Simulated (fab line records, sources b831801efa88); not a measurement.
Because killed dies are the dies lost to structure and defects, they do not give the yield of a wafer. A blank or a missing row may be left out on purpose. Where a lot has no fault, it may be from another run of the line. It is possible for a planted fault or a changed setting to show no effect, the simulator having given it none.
Which of the tools did it? + flow gf180mcu + Sampling: 12 lots, 36 wafers, 4 of 602 route steps

WHAT THE GAUGES SHOWED, per wafer
GF_STI_CD_MEAS_12: the cd target is 220 nm.
| lot  | measured    | on        | cd nm (nm)        |
|------|-------------|-----------|-------------------|
| L102 | day 2 22:17 | cd sem-01 | 218.7 218.9 219.9 |
| L103 | day 3 02:15 | cd sem-01 | 218.0 218.2 218.6 |
| L104 | day 3 08:12 | cd sem-01 | 219.2 218.8 219.7 |
| L105 | day 3 12:52 | cd sem-02 | 221.0 220.8 220.3 |
| L106 | day 3 17:27 | cd sem-02 | 219.4 217.7 218.5 |
| L107 | day 4 01:25 | cd sem-02 | 220.0 220.3 219.4 |
| L108 | day 4 05:27 | cd sem-02 | 220.7 220.1 220.2 |
| L117 | day 6 06:13 | cd sem-01 | 219.9 220.9 218.7 |
| L118 | day 6 08:07 | cd sem-02 | 220.4 219.3 219.6 |
| L119 | day 6 13:29 | cd sem-02 | 221.3 221.4 221.2 |
| L120 | day 6 19:01 | cd sem-01 | 218.5 219.1 218.8 |
| L121 | day 6 23:53 | cd sem-02 | 222.5 223.0 223.0 |

GF_DNWELL_TW_MEAS_09.
| lot  | measured    | on            | DNWELL_TW         |
|------|-------------|---------------|-------------------|
| L102 | day 3 14:59 | film metro-02 | 1343 1346 1351    |
| L103 | day 4 00:07 | film metro-02 | 1346 1355 1348    |
| L104 | day 4 03:20 | film metro-02 | 1331 1332 1335    |
| L105 | day 4 07:34 | film metro-02 | 1341 1348 1340    |
| L106 | day 4 12:11 | film metro-02 | 1344 1344 1349    |
| L107 | day 4 20:31 | film metro-04 | 31 31 30 31 31 31 |
| L108 | day 4 23:32 | film metro-02 | 1332 1337 1334    |
| L117 | day 7 03:58 | film metro-02 | 1356 1366 1356    |
| L118 | day 7 05:29 | film metro-03 | 1358 1344 1356    |
| L119 | day 7 10:26 | film metro-03 | 1357 1354 1355    |
| L120 | day 7 17:39 | film metro-04 | 1351 1338 1344    |
| L121 | day 7 21:50 | film metro-04 | 1356 1357 1356    |

GF_MVPSD_TW_MEAS_11.
| lot  | measured     | on            | MVPSD_TW    |
|------|--------------|---------------|-------------|
| L102 | day 5 23:26  | film metro-04 | 556 554 553 |
| L103 | day 6 11:11  | film metro-01 | 559 556 560 |
| L104 | day 6 14:16  | film metro-04 | 549 550 550 |
| L105 | day 6 19:50  | film metro-04 | 553 549 549 |
| L106 | day 7 01:39  | film metro-04 | 550 554 553 |
| L108 | day 7 14:44  | film metro-02 | 551 554 558 |
| L117 | day 10 00:28 | film metro-01 | 554 554 557 |
| L118 | day 10 02:20 | film metro-02 | 549 552 549 |
| L119 | day 10 08:58 | film metro-02 | 550 549 550 |
| L120 | day 10 14:13 | film metro-01 | 555 555 557 |
| L121 | day 10 19:26 | film metro-02 | 550 551 551 |

EACH LOT AND THE TOOL THAT RAN IT (in order: tool; ch and the chambers of the sampled wafers; start)
| lot  | GF_DNWELL_EXPOSE_04                |
|------|------------------------------------|
| L102 | iline stepper-02 ch 0, day 3 08:55 |
| L103 | iline stepper-02 ch 0, day 3 17:32 |
| L104 | iline stepper-02 ch 0, day 3 20:31 |
| L105 | iline stepper-02 ch 0, day 4 00:31 |
| L106 | iline stepper-02 ch 0, day 4 05:20 |
| L107 | iline stepper-01 ch 0, day 4 13:09 |
| L108 | iline stepper-02 ch 0, day 4 16:32 |
| L117 | iline stepper-01 ch 0, day 6 19:21 |
| L118 | iline stepper-01 ch 0, day 6 21:07 |
| L119 | iline stepper-02 ch 0, day 7 02:39 |
| L120 | iline stepper-02 ch 0, day 7 09:09 |
| L121 | iline stepper-01 ch 0, day 7 13:25 |
- GF_DNWELL_EXPOSE_04: exposes mask DNWELL, target cd 1700 nm.

WHAT THE TOOLS THEMSELVES READ (means of the sampled wafers that have a number; where no wafer has one, the mark that the record gives instead)
GF_DNWELL_EXPOSE_04.
| lot  | tool             | reticle temp C (C) | stage vel mm s (mm/s) |
|------|------------------|--------------------|-----------------------|
| L102 | iline stepper-02 | 23.19              | 500.10                |
| L103 | iline stepper-02 | 22.90              | 500.15                |
| L104 | iline stepper-02 | 23.05              | 499.92                |
| L105 | iline stepper-02 | 22.96              | 500.12                |
| L106 | iline stepper-02 | 23.17              | 500.24                |
| L107 | iline stepper-01 | 23.03              | 499.82                |
| L108 | iline stepper-02 | 23.03              | 500.24                |
| L117 | iline stepper-01 | 23.00              | 499.80                |
| L118 | iline stepper-01 | 23.03              | 499.88                |
| L119 | iline stepper-02 | 22.89              | 499.96                |
| L120 | iline stepper-02 | 23.02              | 499.94                |
| L121 | iline stepper-01 | 22.87              | 500.20                |

THE ANSWER, worked out from the rows above alone
Rule: usual is defined by the lots themselves. The widest of any qualifying gaps counts: lots, ordered by their means at a reading, are off when they make up no more than a third of the lots, leave a main group of 4 or more, and stand apart from it by 3 or more times the standard deviation of that group's means. A main group is skipped when, at the precision printed for the reading in the tables above, its means are all equal. Also off: a lot with no number at a reading for which 4 or more lots have one. Any other lot the step has rows for is counted as sound. First the gauges in route order, then the tools' own readings, where a lot's mean is used as printed above. The first step at which some lot is off is used, and at that step the reading that is off furthest; a lot without a number counts as furthest.
Off: L107, seen at GF_DNWELL_TW_MEAS_09 (DNWELL_TW). The main group: mean 1347, standard deviation 8.2.
If a tool, at a process step before that reading, ran all the lots that are off and no sound lot after the first of them, it fits. Gauges at GF_DNWELL_TW_MEAS_09: tried the same way as those tools. Not one of the candidates tried fits.

WHAT THE SIMULATOR HAD PUT IN
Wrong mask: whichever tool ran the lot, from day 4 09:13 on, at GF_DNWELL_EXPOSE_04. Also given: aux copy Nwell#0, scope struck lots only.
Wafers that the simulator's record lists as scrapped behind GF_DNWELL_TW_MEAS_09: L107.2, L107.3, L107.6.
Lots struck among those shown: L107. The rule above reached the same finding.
